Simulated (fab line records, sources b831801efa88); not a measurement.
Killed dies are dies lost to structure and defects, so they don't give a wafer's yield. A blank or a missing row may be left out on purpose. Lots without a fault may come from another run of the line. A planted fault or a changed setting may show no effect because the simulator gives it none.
Which tool did it? | flow sky130 | 6 lots, 18 wafers sampled, at 2 steps of a route of 708

WHAT THE GAUGES READ, wafer by wafer
SKY_VT_ADJUST_LVTN_TW_MEAS_21.
lot  | measured     | on            | VT_ADJUST_LVTN_2_TW
L831 | day 8 01:52  | film_metro-03 | 186.7 185.7 187.2
L838 | day 10 00:45 | film_metro-01 | 182.0 183.6 182.4
L842 | day 11 05:00 | film_metro-01 | 185.2 183.0 184.2
L844 | day 11 19:48 | film_metro-03 | 186.7 185.7 186.6
L848 | day 14 15:52 | film_metro-02 | 188.2 188.1 189.2
L850 | day 14 20:54 | film_metro-01 | 183.5 182.0 182.2

WHICH TOOL RAN EACH LOT (tool, then ch and the chambers of the sampled wafers, then the start)
lot  | SKY_PWDE_STRIP_09
L831 | plasma_asher-02 ch 0,1, day 4 07:05
L838 | plasma_asher-02 ch 0, day 5 22:47
L842 | plasma_asher-02 ch 0,1, day 6 18:08
L844 | plasma_asher-02 ch 0,1, day 7 07:01
L848 | plasma_asher-02 ch 0, day 9 15:03
L850 | plasma_asher-03 ch 0,1, day 9 16:53
- SKY_PWDE_STRIP_09: strips in O2/N2.

THE ANSWER, worked out from the rows above alone
Rule: what is usual is taken from the lots themselves. Put in order of their means at a reading, lots are off if they are a third of the lots or fewer, leave a main group of 4 or more, and stand apart from it by a gap of 3 or more times the standard deviation of the main group's means; of several such gaps the widest counts. A main group whose means are all the same, to the digits that the tables above print for the reading, isn't used. A lot without any number at a reading at which 4 lots or more have one is off too. The other lots that the step has rows for count as sound.
No lot is off at any reading shown: from this, nothing can be told.

WHAT THE SIMULATOR HAD PUT IN
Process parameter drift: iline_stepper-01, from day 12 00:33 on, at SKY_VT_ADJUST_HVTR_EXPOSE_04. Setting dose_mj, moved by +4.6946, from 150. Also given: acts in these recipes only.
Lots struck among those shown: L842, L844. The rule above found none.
